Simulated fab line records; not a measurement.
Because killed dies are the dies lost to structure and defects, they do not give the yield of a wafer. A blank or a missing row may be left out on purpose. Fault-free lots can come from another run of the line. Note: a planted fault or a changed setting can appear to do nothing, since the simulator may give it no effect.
Which tool is to blame? | flow gf180mcu | 13 lots, 39 wafers sampled, at 4 steps of a route of 602

WHAT THE GAUGES SHOWED, per wafer
GF_V3_THK_MEAS_03.
lot  | measured     | on            | V3_CVD_02_THK (nm)
L381 | day 21 05:47 | film-metro-02 | 831 854 854
L383 | day 21 20:05 | film-metro-02 | 849 838 865
L384 | day 22 13:10 | film-metro-04 | 855 857 854
L386 | day 23 13:07 | film-metro-02 | 849 852 864
L387 | day 23 16:15 | film-metro-01 | 829 840 845
L389 | day 24 11:04 | film-metro-02 | 837 842 847
L390 | day 24 22:14 | film-metro-02 | 838 865 868
L392 | day 25 04:35 | film-metro-02 | 860 850 856
L393 | day 25 16:06 | film-metro-02 | 857 852 863
L394 | day 26 01:41 | film-metro-01 | 845 866 863
L395 | day 26 06:13 | film-metro-04 | 835 860 860
L402 | day 28 10:14 | film-metro-02 | 847 836 853
L404 | day 28 20:58 | film-metro-02 | 857 854 860

EACH LOT AND THE TOOL THAT RAN IT (in order: tool; ch and the chambers of the sampled wafers; start)
lot  | GF_M1_SPUTTER_01             | GF_M3_SPUTTER_04             | GF_V3_CVD_02
L381 | pvd-sputter-02, day 16 01:05 | pvd-sputter-02, day 20 04:50 | pecvd-04 ch 0,2, day 21 05:43
L383 | pvd-sputter-01, day 16 13:16 | pvd-sputter-04, day 20 19:17 | pecvd-04 ch 0,1,2, day 21 20:01
L384 | pvd-sputter-02, day 17 07:50 | pvd-sputter-01, day 21 12:46 | pecvd-01 ch 0,1, day 22 13:05
L386 | pvd-sputter-01, day 18 06:53 | pvd-sputter-01, day 22 13:19 | pecvd-01 ch 0,1,2, day 23 13:03
L387 | pvd-sputter-02, day 18 09:44 | pvd-sputter-02, day 22 16:14 | pecvd-01 ch 1,2, day 23 16:10
L389 | pvd-sputter-01, day 19 06:50 | pvd-sputter-04, day 23 12:10 | pecvd-04 ch 1,2, day 24 10:59
L390 | pvd-sputter-02, day 19 18:56 | pvd-sputter-02, day 23 23:28 | pecvd-02 ch 1,2, day 24 22:09
L392 | pvd-sputter-01, day 20 02:29 | pvd-sputter-04, day 24 05:53 | pecvd-01 ch 0,1,2, day 25 04:29
L393 | pvd-sputter-04, day 20 15:00 | pvd-sputter-02, day 24 17:50 | pecvd-02 ch 0,1,2, day 25 16:02
L394 | pvd-sputter-01, day 21 00:53 | pvd-sputter-02, day 25 03:13 | pecvd-02 ch 0,1, day 26 01:37
L395 | pvd-sputter-04, day 21 06:35 | pvd-sputter-04, day 25 07:58 | pecvd-04 ch 0,1, day 26 06:08
L402 | pvd-sputter-02, day 23 16:29 | pvd-sputter-04, day 27 13:30 | pecvd-02 ch 0,1,2, day 28 10:10
L404 | pvd-sputter-02, day 24 07:48 | pvd-sputter-02, day 28 00:25 | pecvd-01 ch 0,1,2, day 28 20:54
- GF_M1_SPUTTER_01: material TiN, target thk 30 nm, time 25 s.
- GF_M3_SPUTTER_04: material TiN, target thk 50 nm, time 41.7 s.
- GF_V3_CVD_02: deposits SiO2 from TEOS, target thk 850 nm, time 94.851 s.

AS READ BY THE TOOLS THEMSELVES (means over the sampled wafers that have a number; for cases with no such wafer, the mark the record gives instead)
GF_M1_SPUTTER_01.
lot  | tool           | chamber-pressure-pa (Pa) | throttle-valve-pct (%)
L381 | pvd-sputter-02 | 0.4002                   | 28.6
L383 | pvd-sputter-01 | 0.3999                   | 30.5
L384 | pvd-sputter-02 | 0.3994                   | 29.1
L386 | pvd-sputter-01 | 0.4001                   | 29.8
L387 | pvd-sputter-02 | 0.4001                   | 28.9
L389 | pvd-sputter-01 | 0.4001                   | 30.4
L390 | pvd-sputter-02 | 0.3995                   | 28.3
L392 | pvd-sputter-01 | 0.4003                   | 31.1
L393 | pvd-sputter-04 | 0.3996                   | 29.1
L394 | pvd-sputter-01 | 0.4000                   | 31.1
L395 | pvd-sputter-04 | 0.3996                   | 28.9
L402 | pvd-sputter-02 | 0.3993                   | 29.9
L404 | pvd-sputter-02 | 0.3996                   | 28.8

GF_M3_SPUTTER_04.
lot  | tool           | chamber-pressure-pa (Pa) | throttle-valve-pct (%)
L381 | pvd-sputter-02 | 0.3997                   | 28.8
L383 | pvd-sputter-04 | 0.3997                   | 28.5
L384 | pvd-sputter-01 | 0.4008                   | 30.4
L386 | pvd-sputter-01 | 0.3994                   | 30.5
L387 | pvd-sputter-02 | 0.4002                   | 29.3
L389 | pvd-sputter-04 | 0.4004                   | 29.5
L390 | pvd-sputter-02 | 0.4002                   | 28.9
L392 | pvd-sputter-04 | 0.3996                   | 29.5
L393 | pvd-sputter-02 | 0.3999                   | 28.7
L394 | pvd-sputter-02 | 0.3995                   | 29.8
L395 | pvd-sputter-04 | 0.4003                   | 29.0
L402 | pvd-sputter-04 | 0.3856                   | 29.2
L404 | pvd-sputter-02 | 0.3996                   | 30.0

GF_V3_CVD_02.
lot  | tool     | heater-power-w (W)
L381 | pecvd-04 | 525
L383 | pecvd-04 | 584
L384 | pecvd-01 | 723
L386 | pecvd-01 | 740
L387 | pecvd-01 | 701
L389 | pecvd-04 | 577
L390 | pecvd-02 | 623
L392 | pecvd-01 | 710
L393 | pecvd-02 | 613
L394 | pecvd-02 | 595
L395 | pecvd-04 | 694
L402 | pecvd-02 | 644
L404 | pecvd-01 | 766

THE ANSWER, worked out from the rows above alone
Rule: what is usual is taken from the lots themselves. Put in order of their means at a reading, lots are off if they are a third of the lots or fewer, leave a main group of 4 or more, and stand apart from it by a gap of 3 or more times the standard deviation of the main group's means; of several such gaps the widest counts. Not used: any main group whose means are identical at the precision the tables above print for the reading. Also off: a lot with no number at a reading for which 4 or more lots have one. All remaining lots with rows at the step are treated as sound. After the gauges, taken in route order, come the tools' own readings; for these a lot's mean is taken, as printed above. At the first step where some lot is off, the reading lying furthest off is the one used; lots without a number count as furthest.
Off, at GF_M3_SPUTTER_04 on chamber-pressure-pa: L402. Main group: mean 0.3999 Pa, sd 0.00041.
If a tool, at that step or one of the process steps before it, ran each lot that is off and ran no sound lot following the first of them, it fits. One candidate fits, namely pvd-sputter-04 at GF_M3_SPUTTER_04. Its last sound lot is L395 (day 25 07:58), its first lot that is off L402 (day 27 13:30): a fault that began between those two fits.
On the lots that are off, the tool's own readings at GF_M3_SPUTTER_04 differ by more than 5 times the standard deviation of the sound lots' means, which bears it out; chamber-pressure-pa reads 0.3856 Pa there versus 0.3999 Pa on the sound lots.

WHAT THE SIMULATOR HAD PUT IN
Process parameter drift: pvd-sputter-04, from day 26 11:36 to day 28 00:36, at GF_M3_SPUTTER_04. Setting chamber-pressure-pa, moved by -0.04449, from 0.4. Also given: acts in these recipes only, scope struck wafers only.
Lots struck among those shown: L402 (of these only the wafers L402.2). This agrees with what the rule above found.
